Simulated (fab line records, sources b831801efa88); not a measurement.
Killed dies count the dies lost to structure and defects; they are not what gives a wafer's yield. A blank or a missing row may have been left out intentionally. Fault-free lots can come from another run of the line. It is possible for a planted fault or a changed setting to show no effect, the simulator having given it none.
A struck lot beside a sound one / flow sky130 / 21 steps out of a route of 708
Sound: wafers L123.1, L123.3, L123.6. Struck: wafer L133.5 (left out: L133.2, L133.4 of the same lot, which were not struck); the cause appears at the end.
Per side, at each step with rows, come the tool, then ch with its chambers, and then its first start. Under that, the readings that differ: sound wafers / struck wafers / difference of the means / sigmas: that difference in standard deviations of wafers without a fault.
alike: words and numbers the same on both sides, and readings whose means are apart by under 2 such deviations; not compared: readings that were withheld, readings missing a value for some wafer, numbers with overlapping values and no deviation given by the record, and bounds like >300 which may hide the same value.
Wherever a step has rows on one side only, a row that says differs or no value, or a row with sigmas, the two part there. Non-overlapping numbers with no deviation appear without sigmas and do not part them. Lack of a reading on every wafer of one side parts them only where that side has two or more wafers.

first, 2 steps without rows for these wafers: SKY_LDD_HVP_PEB_05; SKY_LDD_HVP_DEVELOP_06 (develop time 60 s).
SKY_LDD_HVP_OVL_MEAS_07:
  struck on overlay-02, day 28 15:07; sound on overlay-02, day 25 17:26
  alike: LDD_HVP_OVL
then, 1 step without rows for these wafers: SKY_LDD_HVP_IMPLANT_08.
SKY_LDD_HVP_STRIP_09: strips in O2/N2.
  sound on plasma_asher-02 ch 0,1, day 25 17:38; struck on plasma_asher-01 ch 1, day 28 15:18
reading=drypump_motor_current_A (A); sound=6.6 5.7 6.6; struck=4.9; difference=-1.4; sigmas=-2
  alike: oes_product_au, strip_time_to_endpoint_s
  not compared: rf_hours_counter_h
SKY_LDD_HVP_TW_MEAS_10:
  struck on film_metro-04, day 28 15:25; sound on film_metro-02, day 25 17:44
  alike: LDD_HVP_TW
then, 6 steps without rows for these wafers: SKY_LDD_LDN_DEHYDRATE_00 (time 60 s); SKY_LDD_LDN_HMDS_01 (prime time 60 s); SKY_LDD_LDN_COAT_02 (resist thk 1140 nm); SKY_LDD_LDN_SOFTBAKE_03 (time 60 s); SKY_LDD_LDN_EXPOSE_04 (exposes mask LDNTM, target cd 700 nm); SKY_LDD_LDN_PEB_05.
SKY_LDD_LDN_DEVELOP_06: develop time 60 s.
  sound on litho_track-04 ch 0, day 26 22:58; struck on litho_track-04 ch 0, day 29 19:14
SKY_LDD_LDN_OVL_MEAS_07:
  struck on overlay-02, day 29 19:22; sound on overlay-02, day 26 23:07
  alike: LDD_LDN_OVL
then, 4 steps without rows for these wafers: SKY_LDD_LDN_IMPLANT_08; SKY_LDD_LDN_IMPLANT_09; SKY_LDD_LDN_IMPLANT_10; SKY_LDD_LDN_IMPLANT_11.
SKY_LDD_LDN_STRIP_12: strips in O2/N2.
  sound on plasma_asher-01 ch 0,1, day 26 23:45; struck on plasma_asher-03 ch 1, day 29 20:00
  alike: drypump_motor_current_A, oes_product_au, strip_time_to_endpoint_s
  not compared: rf_hours_counter_h
SKY_LDD_LDN_TW_MEAS_13:
  struck on film_metro-03, day 29 20:07; sound on film_metro-02, day 26 23:51
reading=LDD_LDN_TW; sound=1461 1464 1459; struck=30; difference=-1431; sigmas=-99 or more
then, 1 step without rows for these wafers: SKY_LDD_LDN_CLEAN_14 (cleans in SC1/SC2, time 150 s).

## WHERE THEY PART
First at SKY_LDD_HVP_STRIP_09; last, within this record, at SKY_LDD_LDN_TW_MEAS_13.

WHY: the cause the simulator had injected
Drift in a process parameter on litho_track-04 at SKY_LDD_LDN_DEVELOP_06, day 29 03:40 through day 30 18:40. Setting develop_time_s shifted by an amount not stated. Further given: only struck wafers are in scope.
